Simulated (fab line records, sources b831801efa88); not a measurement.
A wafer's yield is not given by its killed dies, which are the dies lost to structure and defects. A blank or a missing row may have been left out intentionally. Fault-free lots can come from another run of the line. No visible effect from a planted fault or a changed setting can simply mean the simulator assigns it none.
Which tool is to blame? ; flow gf180mcu ; 24 lots with 72 wafers sampled at 4 steps, on a route of 602 steps

## WHAT EACH GAUGE READ, for each wafer
GF_V5_OVL_MEAS_15.
lot;measured;on;V5_OVL (nm)
L074;day 29 08:20;overlay-02;11 -2 0
L075;day 29 20:02;overlay-02;1 1 5
L076;day 30 01:05;overlay-02;-1 0 11
L077;day 30 08:41;overlay-01;-5 -11 -3
L078;day 30 11:49;overlay-01;7 7 5
L079;day 30 21:59;overlay-02;9 8 4
L080;day 31 02:47;overlay-02;-5 -1 -7
L081;day 31 08:52;overlay-02;0 -5 -6
L082;day 31 19:59;overlay-01;3 3 -3
L083;day 32 00:05;overlay-02;14 11 7
L084;day 32 07:40;overlay-01;3 -3 -2
L085;day 32 14:44;overlay-02;-9 -6 3
L086;day 32 17:00;overlay-01;2 5 3
L087;day 32 23:14;overlay-01;-15 -3 -6
L088;day 33 08:22;overlay-02;16 9 5
L089;day 33 11:05;overlay-01;5 3 7
L090;day 33 16:16;overlay-02;-9 -3 -3
L091;day 33 23:48;overlay-02;0 5 0
L092;day 34 00:59;overlay-01;8 5 0
L093;day 34 08:47;overlay-02;-1 -8 7
L094;day 34 11:26;overlay-02;-1 5 -13
L095;day 34 18:53;overlay-02;-5 0 18
L096;day 35 00:51;overlay-01;9 -2 4
L097;day 35 04:10;overlay-01;11 -3 11

GF_V5_THK_MEAS_25: measures by xrf.
lot;measured;on;V5_W_THK (nm)
L074;day 29 09:25;film-metro-03;345 348 344
L075;day 29 21:05;film-metro-01;352 351 351
L076;day 30 02:08;film-metro-01;351 348 347
L077;day 30 09:46;film-metro-02;339 346 342
L078;day 30 12:53;film-metro-03;349 350 352
L079;day 30 23:03;film-metro-01;363 357 360
L080;day 31 03:52;film-metro-01;353 358 354
L081;day 31 09:55;film-metro-02;357 360 357
L082;day 31 21:05;film-metro-02;354 358 358
L083;day 32 01:08;film-metro-02;350 344 347
L084;day 32 08:47;film-metro-03;341 337 339
L085;day 32 15:47;film-metro-02;351 353 345
L086;day 32 18:04;film-metro-02;348 348 354
L087;day 33 00:26;film-metro-01;353 355 354
L088;day 33 09:26;film-metro-03;351 344 353
L089;day 33 12:11;film-metro-01;347 349 351
L090;day 33 17:22;film-metro-01;346 350 351
L091;day 34 00:53;film-metro-03;342 341 344
L092;day 34 02:07;film-metro-02;350 359 349
L093;day 34 09:50;film-metro-01;358 357 348
L094;day 34 12:29;film-metro-03;341 343 344
L095;day 34 19:56;film-metro-02;351 351 346
L096;day 35 01:55;film-metro-02;360 357 353
L097;day 35 05:14;film-metro-02;355 355 352

## EACH LOT AND THE TOOL THAT RAN IT (in order: tool; ch and the chambers of the sampled wafers; start)
lot;GF_V5_ETCH_17;GF_V5_CVD_23
L074;rie-diel-04 ch 0,1, day 29 09:10 or earlier;cvd-w-02 ch 0,1, day 29 09:10
L075;rie-diel-04 ch 0,2,3, day 29 20:53 or earlier;cvd-w-01 ch 0,1, day 29 20:53
L076;rie-diel-03 ch 0,1,2, day 30 01:55 or earlier;cvd-w-02 ch 1, day 30 01:55
L077;rie-diel-01 ch 1,3, day 30 09:32 or earlier;cvd-w-02 ch 0,1, day 30 09:32
L078;rie-diel-01 ch 0,1,2, day 30 12:40 or earlier;cvd-w-01 ch 0,1, day 30 12:40
L079;rie-diel-04 ch 1,2,3, day 30 22:49 or earlier;cvd-w-01 ch 0,1, day 30 22:49
L080;rie-diel-03 ch 1,3, day 31 03:37 or earlier;cvd-w-02 ch 0,1, day 31 03:37
L081;rie-diel-03 ch 0,3, day 31 09:41 or earlier;cvd-w-02 ch 0, day 31 09:41
L082;rie-diel-04 ch 1,2,3, day 31 20:50 or earlier;cvd-w-01 ch 1, day 31 20:50
L083;rie-diel-04 ch 2,3, day 32 00:55 or earlier;cvd-w-01 ch 0,1, day 32 00:55
L084;rie-diel-03 ch 0,1, day 32 08:29 or earlier;cvd-w-02 ch 1, day 32 08:29
L085;rie-diel-03 ch 1,3, day 32 15:33 or earlier;cvd-w-02 ch 0,1, day 32 15:33
L086;rie-diel-03 ch 0,1, day 32 17:50 or earlier;cvd-w-01 ch 0,1, day 32 17:50
L087;rie-diel-04 ch 0,1,3, day 33 00:12 or earlier;cvd-w-01 ch 0,1, day 33 00:12
L088;rie-diel-03 ch 0,1,3, day 33 09:11 or earlier;cvd-w-02 ch 0,1, day 33 09:11
L089;rie-diel-01 ch 0,1,2, day 33 11:56 or earlier;cvd-w-01 ch 0,1, day 33 11:56
L090;rie-diel-03 ch 0,1,3, day 33 17:09 or earlier;cvd-w-01 ch 0,1, day 33 17:09
L091;rie-diel-03 ch 0,1,2, day 34 00:40 or earlier;cvd-w-01 ch 0,1, day 34 00:40
L092;rie-diel-04 ch 0,1, day 34 01:53 or earlier;cvd-w-02 ch 0,1, day 34 01:53
L093;rie-diel-03 ch 0,1,3, day 34 09:37 or earlier;cvd-w-02 ch 0,1, day 34 09:37
L094;rie-diel-01 ch 0,1,3, day 34 12:15 or earlier;cvd-w-02 ch 0,1, day 34 12:15
L095;rie-diel-01 ch 0,1,3, day 34 19:42 or earlier;cvd-w-01 ch 0,1, day 34 19:42
L096;rie-diel-03 ch 0,2,3, day 35 01:41 or earlier;cvd-w-02 ch 0,1, day 35 01:41
L097;rie-diel-01 ch 0,2,3, day 35 05:01 or earlier;cvd-w-01 ch 0,1, day 35 05:01
- GF_V5_ETCH_17: etches SiO2 in C4F8/O2/Ar, stops on TiN, target depth 855 nm.
- GF_V5_CVD_23: deposits W, target thk 350 nm, time 104.9 s.

## AS READ BY THE TOOLS THEMSELVES (means over the sampled wafers that have a number; for cases with no such wafer, the mark the record gives instead)
GF_V5_ETCH_17.
lot;tool;oes-product-au (a.u.)
L074;rie-diel-04;0.860
L075;rie-diel-04;0.863
L076;rie-diel-03;0.863
L077;rie-diel-01;0.856
L078;rie-diel-01;0.863
L079;rie-diel-04;0.862
L080;rie-diel-03;0.863
L081;rie-diel-03;0.863
L082;rie-diel-04;0.860
L083;rie-diel-04;0.858
L084;rie-diel-03;0.862
L085;rie-diel-03;0.860
L086;rie-diel-03;0.860
L087;rie-diel-04;0.865
L088;rie-diel-03;0.860
L089;rie-diel-01;0.859
L090;rie-diel-03;0.863
L091;rie-diel-03;0.856
L092;rie-diel-04;0.860
L093;rie-diel-03;0.860
L094;rie-diel-01;0.857
L095;rie-diel-01;0.858
L096;rie-diel-03;0.863
L097;rie-diel-01;0.859

GF_V5_CVD_23.
lot;tool;heater-power-w (W)
L074;cvd-w-02;1026
L075;cvd-w-01;796
L076;cvd-w-02;1007
L077;cvd-w-02;1022
L078;cvd-w-01;781
L079;cvd-w-01;780
L080;cvd-w-02;1013
L081;cvd-w-02;1043
L082;cvd-w-01;710
L083;cvd-w-01;856
L084;cvd-w-02;989
L085;cvd-w-02;1015
L086;cvd-w-01;781
L087;cvd-w-01;842
L088;cvd-w-02;1029
L089;cvd-w-01;786
L090;cvd-w-01;779
L091;cvd-w-01;783
L092;cvd-w-02;1008
L093;cvd-w-02;1026
L094;cvd-w-02;1016
L095;cvd-w-01;795
L096;cvd-w-02;1006
L097;cvd-w-01;837

## THE ANSWER, worked out from the rows above alone
Rule: the usual values come from the lots themselves. Put in order of their means at a reading, lots are off if they are a third of the lots or fewer, leave a main group of 4 or more, and stand apart from it by a gap of 3 or more times the standard deviation of the main group's means; of several such gaps the widest counts. Not used: any main group whose means are identical at the precision the tables above print for the reading. Also off: a lot with no number at a reading for which 4 or more lots have one. All remaining lots with rows at the step are treated as sound. After the gauges, taken in route order, come the tools' own readings; for these a lot's mean is taken, as printed above. The first step at which some lot is off is used, and at that step the reading that is off furthest; a lot without a number counts as furthest.
Across all readings shown, no lot is off: no conclusion can be drawn from this.

## WHAT WAS PUT IN BY THE SIMULATOR
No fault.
